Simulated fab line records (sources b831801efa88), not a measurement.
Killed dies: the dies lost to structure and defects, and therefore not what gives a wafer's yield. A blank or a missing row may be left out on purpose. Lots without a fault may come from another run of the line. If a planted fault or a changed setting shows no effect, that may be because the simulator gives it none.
Matching of chambers -- flow sky130 -- 4 sister chambers for SKY_FIELD_ISO_CMP_27 on cmp-01
The step polishes, stops on Si3N4, t overpolish 16 s, target thk 457.8 nm. 8 wafers are shown with their chamber, then 10 later ones without.

## WAFERS WITH THEIR CHAMBER
wafer,chamber,motor-current-A (A),time-to-endpoint-s (s)
L695.3,0,14.7,111
L696.5,3,12.8,114
L697.6,2,11.9,108
L700.1,0,13.7,108
L700.2,3,12.5,108
L700.5,1,12.3,111
L701.2,2,12.0,103
L701.4,1,12.4,108

## WAFERS WITH NO CHAMBER GIVEN
wafer,motor-current-A (A),time-to-endpoint-s (s)
L701.6,11.4,107
L708.4,13.8,108
L708.5,12.5,114
L708.6,11.3,107
L710.4,14.0,113
L710.5,13.1,110
L710.6,12.3,114
L712.2,11.1,116
L712.3,14.1,116
L712.4,12.5,110

## EACH ONE'S CHAMBER
wafer,from the rows above,in truth
L701.6,can't be placed: 2 or 1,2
L708.4,0,0
L708.5,can't be placed: 3 or 1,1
L708.6,can't be placed: 2 or 1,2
L710.4,0,0
L710.5,can't be placed: 3 or 1 or 0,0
L710.6,can't be placed: 3 or 1 or 2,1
L712.2,can't be placed: 1 or 2 or 3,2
L712.3,0,0
L712.4,can't be placed: 1 or 3 or 2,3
3 of 10 placed correctly. Not placeable from these rows: 7 (in 7, the candidates include the true chamber). 0 placed wrongly.
How it was worked out, from the rows above alone: a wafer's distance from a chamber is the root of the sum, over the readings, of the square of ((its reading less the chamber's mean) divided by the reading's scatter). The wafer belongs to the nearest chamber; if the next one is less than 2 further off, it can't be placed. For every chamber, the mean is computed from those of its wafers that are shown. The scatter: the root of (the sum of the squares of (reading less its chamber's mean) over the shown wafers, divided by (wafers less chambers)).
